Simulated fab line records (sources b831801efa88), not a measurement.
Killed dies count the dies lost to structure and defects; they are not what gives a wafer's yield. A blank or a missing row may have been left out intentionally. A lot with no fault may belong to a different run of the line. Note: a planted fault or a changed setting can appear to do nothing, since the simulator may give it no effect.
Struck lot and sound lot, side by side || flow gf180mcu || 17 steps out of a route of 602
Sound: these wafers, L539.1, L539.2, L539.6. Struck: wafers L550.2, L550.5 (left out: L550.4, a lot-mate that was not struck); the cause follows at the end.
At each step with rows: each side's tool, then ch and its chambers, then its first start. Under that, the readings that differ: sound wafers || struck wafers || difference of the means || sigmas: that difference in standard deviations of wafers without a fault.
alike: readings whose means differ by less than 2 such deviations, and words and numbers that are the same on both sides. not compared: withheld readings, readings that some wafer has no value for, bounds like >300 that may hide the same value, and numbers for which the record gives no deviation and whose values overlap.
Wherever a step has rows on one side only, a row that says differs or no value, or a row with sigmas, the two part there. When numbers do not overlap yet have no deviation, they are printed without sigmas and do not part them. A reading missing from all wafers of one side parts the sides only when that side holds two or more wafers.

first, 1 step without rows for these wafers: GF_STI_DEVELOP_11 (develop time 60 s).
GF_STI_CD_MEAS_12 targets a cd of 220 nm.
  sound on cdSem-01, day 2 11:44; struck on cdSem-01, day 4 20:43
  alike: cdNm
GF_STI_ETCH_13: etches the open film in CHF3/O2, stops on Si, target depth 282.31 nm, time 112.9 s.
  sound on rieDiel-03 ch 0,2,3, day 2 11:52; struck on rieDiel-02 ch 0,1, day 4 20:49
  alike: biasW, drypumpMotorCurrentA, oesProductAu, throttleValvePct
  not compared: rfHoursCounterH
GF_STI_ETCH_14: etches Si in HBr/Cl2/O2, target depth 360 nm, time 102.9 s.
  sound on rieSi-02 ch 1,2,3, day 2 11:56; struck on rieSi-01 ch 0, day 4 20:53
{"reading": "throttleValvePct (%)", "sound": "25.638 25.652 25.633", "struck": "25.656 25.675", "difference": "+0.024", "sigmas": "+2"}
  alike: biasW, drypumpMotorCurrentA, heBacksideLeakSccm, oesProductAu
  not compared: rfHoursCounterH
GF_STI_STRIP_15: strips in O2/N2.
  sound on plasmaAsher-02 ch 0,1, day 2 12:01; struck on plasmaAsher-01 ch 0, day 4 20:58
  alike: drypumpMotorCurrentA, heaterPowerW, oesProductAu, stripTimeToEndpointS
  not compared: rfHoursCounterH
then, 6 steps without rows for these wafers: GF_STI_CLEAN_16 (cleans in dHF, time 25 s); GF_STI_WET_ETCH_17 (etches Si3N4 in H3PO4, target depth 45 nm, time 514 s); GF_STI_CLEAN_18 (cleans in SC1/SC2, time 150 s); GF_STI_CLEAN_19 (cleans in dHF, time 20 s); GF_STI_WET_ETCH_20 (etches SiO2 in dHF, target depth 20 nm, time 400 s); GF_STI_OXIDATION_21 (stabilise 600 s, purge 300 s, target thk 15 nm).
GF_STI_THK_MEAS_22:
  sound on filmMetro-03, day 2 14:00; struck on filmMetro-04, day 4 22:34
  alike: STI_OXIDATION_01_THK
GF_STI_CVD_23: deposits SiO2, target thk 650 nm, time 108.3 s.
  sound on hdpcvd-02 ch 0,2, day 2 14:04; struck on hdpcvd-01 ch 2, day 4 22:37
{"reading": "model.SiO2_of_STI_CVD_23.thkNm (nm)", "sound": "642.3 648.7 650.9", "struck": "1100 1109", "difference": "+457", "sigmas": ""}
GF_STI_THK_MEAS_24:
  sound on filmMetro-02, day 2 14:08; struck on filmMetro-03, day 4 22:42
{"reading": "STI_CVD_23_THK (nm)", "sound": "642 648 651", "struck": "1100 1109", "difference": "+458", "sigmas": "+66"}
GF_STI_CMP_25: polishes, stops on Si3N4, t overpolish 33 s, target thk 524.6 nm.
  sound on cmp-02 ch 1,2, day 2 14:12; struck on cmp-01 ch 0,1, day 4 22:45
{"reading": "timeToEndpointS (s)", "sound": "118 122 116", "struck": "200 214", "difference": "+88", "sigmas": "+26"}
  alike: motorCurrentA, slurryFilterDpKPa
then, 1 step without rows for these wafers: GF_STI_WET_ETCH_26 (etches SiO2 in dHF, target depth 94 nm, time 188 s).
-- the record jumps here: 28 days lie between the struck wafers' starts before and after (it left off in module STI and takes up again in module PASSIVATION, whose first step shown is number 602 of the route) --
GF_PASSIVATION_PROBE_99:
  the record has rows for the struck wafers here (prober-02, day 32 17:57) and none for the sound ones

== WHERE THEY PART ==
Earliest at GF_STI_ETCH_14; latest, in this record, at GF_PASSIVATION_PROBE_99.

WHY: what the simulator had put in
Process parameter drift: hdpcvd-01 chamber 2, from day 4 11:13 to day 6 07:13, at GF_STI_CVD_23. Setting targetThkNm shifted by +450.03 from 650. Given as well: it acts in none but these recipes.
